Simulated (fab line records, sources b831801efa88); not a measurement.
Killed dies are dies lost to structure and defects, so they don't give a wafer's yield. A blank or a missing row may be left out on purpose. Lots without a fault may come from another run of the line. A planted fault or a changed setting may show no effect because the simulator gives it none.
One fault seen from 2 desks | flow sky130 | each desk has only its own numbers; what lay behind them comes last

THE METROLOGY DESK
What the gauges read, lot by lot, whatever tool the lot ran on: means of the sampled wafers that have a number. A lot is out of limits, marked OUT, if its mean lies more than 4 standard deviations from the usual mean; the brackets give that distance.
Columns: A = SD_P_OVL at SKY_SD_P_OVL_MEAS_08, usual -0.4 nm; B = cd_nm at SKY_LI_CONTACT_CD_MEAS_12, usual 170.2 nm; C = LI_CONTACT_W_RS at SKY_LI_CONTACT_RS_MEAS_22, usual 0.2850 ohm/sq; D = LI_CONTACT_W_THK at SKY_LI_CONTACT_THK_MEAS_23, usual 397 nm
lot  | first seen here | A    | B     | C                | D
L961 | day 26 09:17    | 0.5  | 170.6 | 0.2860           | 405
L963 | day 27 05:11    | -1.2 | 169.8 | 0.2860           | 394
L969 | day 29 09:22    | -0.3 | 167.9 | 0.3357 (+19) OUT | 347 (-8.5) OUT
L971 | day 29 19:40    | -1.5 | 166.8 | 0.3835 (+36) OUT | 298 (-17) OUT
L974 | day 30 14:52    | -0.7 | 169.1 | 0.2846           | 398
L975 | day 30 21:10    | -0.8 | 170.9 | 0.2852           | 396
L976 | day 31 07:05    | 0.6  | 171.2 | 0.2879           | 401
L980 | day 32 13:38    | -0.5 | 172.6 | 0.2874           | 391
L981 | day 32 18:52    | 1.1  | 171.0 | 0.2834           | 400
L982 | day 33 08:56    | -0.0 | 167.4 | 0.2885           | 392
This desk's finding: out of limits on L969, L971; first on L969, day 32 22:59 (LI_CONTACT_W_RS at SKY_LI_CONTACT_RS_MEAS_22). In limits: L961, L963, L974, L975, L976, L980, L981, L982.

THE TOOL OWNER'S DESK: cvd_w-01
The tool's own readings at SKY_LI_CONTACT_CVD_21 (deposits W, target thk 400 nm, time 120.56 s): means of the sampled wafers that have a number, for each lot that ran on this tool. A lot is out of limits, marked OUT, if its mean lies more than 4 standard deviations from the usual mean; the brackets give that distance.
Columns: A = chamber_pressure_Torr at SKY_LI_CONTACT_CVD_21, usual 40.00 Torr; B = heater_power_w at SKY_LI_CONTACT_CVD_21, usual 750 W; C = susceptor_temp_C at SKY_LI_CONTACT_CVD_21, usual 399.96 C
lot  | first seen here | A     | B   | C
L963 | day 30 20:23    | 40.05 | 779 | 399.94
L969 | day 32 22:50    | 39.95 | 696 | 400.15
L971 | day 33 08:05    | 40.05 | 766 | 400.06
L980 | day 36 00:30    | 40.03 | 751 | 399.91
This desk's finding: nothing out of limits on any of the 4 lots.

PUT TOGETHER
The metrology desk could have raised an alarm at day 32 22:59, on L969, L971.
The tool owner's desk saw nothing out of limits.
The tool owner's desk has L969, L971 on record, within its limits.
Of the lots named, all ran SKY_LI_CONTACT_CVD_21 on cvd_w-01.

WHAT THE SIMULATOR HAD PUT IN
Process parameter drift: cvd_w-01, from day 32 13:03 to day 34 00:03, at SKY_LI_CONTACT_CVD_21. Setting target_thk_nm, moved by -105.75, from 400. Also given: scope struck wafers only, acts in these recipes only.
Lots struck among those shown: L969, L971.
Hours from the fault's start to each desk's first reading out of limits: the metrology desk, 10.
